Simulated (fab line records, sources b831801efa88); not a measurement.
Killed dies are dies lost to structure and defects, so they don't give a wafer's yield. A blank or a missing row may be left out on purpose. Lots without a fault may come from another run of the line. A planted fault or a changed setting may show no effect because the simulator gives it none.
Which tool did it? | flow gf180mcu | 6 lots, 18 wafers sampled, at 4 steps of a route of 602

WHAT THE GAUGES READ, wafer by wafer
GF_VT_IMPLANT_RS_MEAS_48: measures by four-point-probe.
lot  | measured     | on            | LVPWELL_RS (ohm/sq)
L324 | day 7 21:04  | film_metro-03 | 1192.8 1193.1 1191.2
L326 | day 8 08:16  | film_metro-03 | 1195.4 1199.8 1198.2
L328 | day 8 22:08  | film_metro-03 | 1194.8 1196.2 1197.4
L336 | day 11 02:46 | film_metro-01 | 1177.8 1178.0 1179.0
L340 | day 12 08:19 | film_metro-03 | 1194.6 1193.0 1191.9
L343 | day 13 05:53 | film_metro-03 | 1199.9 1196.0 1199.3

WHICH TOOL RAN EACH LOT (tool, then ch and the chambers of the sampled wafers, then the start)
lot  | GF_LVPWELL_IMPLANT_08          | GF_VT_IMPLANT_STRIP_20               | GF_VT_IMPLANT_STRIP_31
L324 | implanter-01 ch 0, day 4 02:05 | plasma_asher-03 ch 0,1, day 6 12:52  | plasma_asher-01 ch 0,1, day 7 04:13
L326 | implanter-04 ch 0, day 4 11:46 | plasma_asher-03 ch 0,1, day 6 23:01  | plasma_asher-02 ch 0,1, day 7 15:13
L328 | implanter-04 ch 0, day 5 00:17 | plasma_asher-01 ch 0,1, day 7 13:01  | plasma_asher-02 ch 0,1, day 8 04:52
L336 | implanter-04 ch 0, day 6 19:58 | plasma_asher-01 ch 0,1, day 9 14:52  | plasma_asher-03 ch 0,1, day 10 08:49
L340 | implanter-01 ch 0, day 7 21:40 | plasma_asher-02 ch 0,1, day 10 18:49 | plasma_asher-03 ch 0,1, day 11 13:22
L343 | implanter-03 ch 0, day 8 15:44 | plasma_asher-02 ch 0,1, day 11 14:07 | plasma_asher-03 ch 0,1, day 12 09:37
- GF_LVPWELL_IMPLANT_08
- GF_VT_IMPLANT_STRIP_20: strips in O2/N2.
- GF_VT_IMPLANT_STRIP_31: strips in O2/N2.

THE ANSWER, worked out from the rows above alone
Rule: what is usual is taken from the lots themselves. Put in order of their means at a reading, lots are off if they are a third of the lots or fewer, leave a main group of 4 or more, and stand apart from it by a gap of 3 or more times the standard deviation of the main group's means; of several such gaps the widest counts. A main group whose means are all the same, to the digits that the tables above print for the reading, isn't used. A lot without any number at a reading at which 4 lots or more have one is off too. The other lots that the step has rows for count as sound.
Off: L336, at GF_VT_IMPLANT_RS_MEAS_48 (LVPWELL_RS). The main group: mean 1195.6 ohm/sq, standard deviation 2.4.
A tool fits if, at a process step before that reading, it ran every lot that is off, and no sound lot after the first of them. The gauges at GF_VT_IMPLANT_RS_MEAS_48 are tried like those tools. Can't be told from this: 3 tools fit, implanter-04 at GF_LVPWELL_IMPLANT_08, plasma_asher-01 at GF_VT_IMPLANT_STRIP_20, film_metro-01 at GF_VT_IMPLANT_RS_MEAS_48.

WHAT THE SIMULATOR HAD PUT IN
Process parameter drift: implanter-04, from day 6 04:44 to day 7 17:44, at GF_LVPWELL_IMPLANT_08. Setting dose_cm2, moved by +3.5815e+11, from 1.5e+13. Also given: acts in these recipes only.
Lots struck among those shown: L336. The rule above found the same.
